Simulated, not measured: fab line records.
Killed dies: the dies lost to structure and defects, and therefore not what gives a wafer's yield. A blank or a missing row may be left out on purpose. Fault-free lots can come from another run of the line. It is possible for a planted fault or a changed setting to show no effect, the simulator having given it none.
Matching of chambers + flow sky130 + rie diel-01 running SKY_PAD_OPEN_ETCH_07: 4 sister chambers
The step etches the open film in CF4/O2, stops on AlCu, target depth 725 nm, time 161.1 s. 8 wafers are shown with their chamber, then 9 later ones without.

## EACH WAFER AND ITS CHAMBER
| wafer  | chamber | drypump motor current A (A) | cf4 flow sccm (sccm) |
|--------|---------|-----------------------------|----------------------|
| L080.5 | 2       | 5.4                         | 80.24                |
| L081.5 | 0       | 6.3                         | 79.80                |
| L083.2 | 2       | 5.4                         | 80.22                |
| L083.4 | 1       | 5.2                         | 80.41                |
| L083.6 | 0       | 6.2                         | 79.68                |
| L084.1 | 3       | 6.3                         | 80.10                |
| L084.4 | 3       | 6.3                         | 79.84                |
| L084.6 | 1       | 5.2                         | 80.37                |

## WAFERS MISSING THEIR CHAMBER
| wafer  | drypump motor current A (A) | cf4 flow sccm (sccm) |
|--------|-----------------------------|----------------------|
| L093.2 | 5.4                         | 79.95                |
| L093.4 | 6.2                         | 79.85                |
| L093.6 | 5.4                         | 80.33                |
| L094.1 | 5.2                         | 80.22                |
| L094.3 | 5.4                         | 80.30                |
| L094.5 | 6.2                         | 79.91                |
| L095.1 | 5.4                         | 80.03                |
| L095.3 | 6.3                         | 80.53                |
| L095.6 | 5.4                         | 80.29                |

## WHICH CHAMBER EACH WENT THROUGH
| wafer  | from the rows above     | in truth                   |
|--------|-------------------------|----------------------------|
| L093.2 | 2                       | 2                          |
| L093.4 | can't be placed: 0 or 3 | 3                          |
| L093.6 | 2                       | 2                          |
| L094.1 | 1                       | 1                          |
| L094.3 | 2                       | 2                          |
| L094.5 | can't be placed: 0 or 3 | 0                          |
| L095.1 | 2                       | 2                          |
| L095.3 | 3                       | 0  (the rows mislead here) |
| L095.6 | 2                       | 2                          |
Correctly placed: 6 of 9. Unplaceable from these rows: 2, with the true chamber sitting among the candidates in 2. Number placed wrongly: 1.
How it was worked out, from the rows above alone: a wafer's distance from a chamber is the root of the sum, over the readings, of the square of ((its reading less the chamber's mean) divided by the reading's scatter). The wafer belongs to the nearest chamber; if the next one is less than 2 further off, it can't be placed. A chamber's mean is the mean of its shown wafers. The scatter is the square root of a quotient: the sum, over the shown wafers, of each reading's squared deviation from its chamber's mean, divided by wafers minus chambers.
